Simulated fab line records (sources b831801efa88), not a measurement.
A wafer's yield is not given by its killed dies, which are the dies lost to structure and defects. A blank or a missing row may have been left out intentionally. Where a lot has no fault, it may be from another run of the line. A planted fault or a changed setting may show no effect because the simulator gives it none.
Matching of chambers / flow sky130 / rie-diel-01 running SKY_VIA3_ETCH_14: 4 sister chambers
The step etches BARC in N2/H2, stops on SiO2, time 45.9 s, target depth 60 nm. 4 wafers are shown with their chamber, then 7 later ones without.

## WAFERS PAIRED WITH THEIR CHAMBERS
wafer=L161.1; chamber=0; drypump-motor-current-A (A)=5.53
wafer=L161.5; chamber=1; drypump-motor-current-A (A)=5.88
wafer=L165.2; chamber=2; drypump-motor-current-A (A)=5.84
wafer=L165.3; chamber=3; drypump-motor-current-A (A)=5.35

## WAFERS MISSING THEIR CHAMBER
wafer=L165.4; drypump-motor-current-A (A)=5.84
wafer=L168.3; drypump-motor-current-A (A)=5.54
wafer=L168.4; drypump-motor-current-A (A)=5.82
wafer=L168.6; drypump-motor-current-A (A)=5.54
wafer=L170.4; drypump-motor-current-A (A)=5.84
wafer=L170.5; drypump-motor-current-A (A)=5.81
wafer=L170.6; drypump-motor-current-A (A)=5.86

## WHICH CHAMBER EACH ONE RAN IN
wafer=L165.4; from the rows above=2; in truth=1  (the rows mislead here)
wafer=L168.3; from the rows above=0; in truth=0
wafer=L168.4; from the rows above=2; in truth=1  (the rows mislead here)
wafer=L168.6; from the rows above=0; in truth=0
wafer=L170.4; from the rows above=2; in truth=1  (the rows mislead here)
wafer=L170.5; from the rows above=2; in truth=2
wafer=L170.6; from the rows above=can't be placed: 1 or 2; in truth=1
3 of 7 placed correctly. Not placeable from these rows: 1 (in 1, the candidates include the true chamber). Number placed wrongly: 3.
How it was worked out, from the rows above alone: a wafer's distance from a chamber is the root of the sum, over the readings, of the square of ((its reading less the chamber's mean) divided by the reading's scatter). If the next closest chamber is less than 2 further off than the closest, the wafer can't be placed; otherwise it belongs to the closest. The mean given for a chamber averages the wafers shown for that chamber. The scatter: with one shown wafer a chamber, the root of the mean of the squares of how far each hidden wafer lies from its nearest shown one.
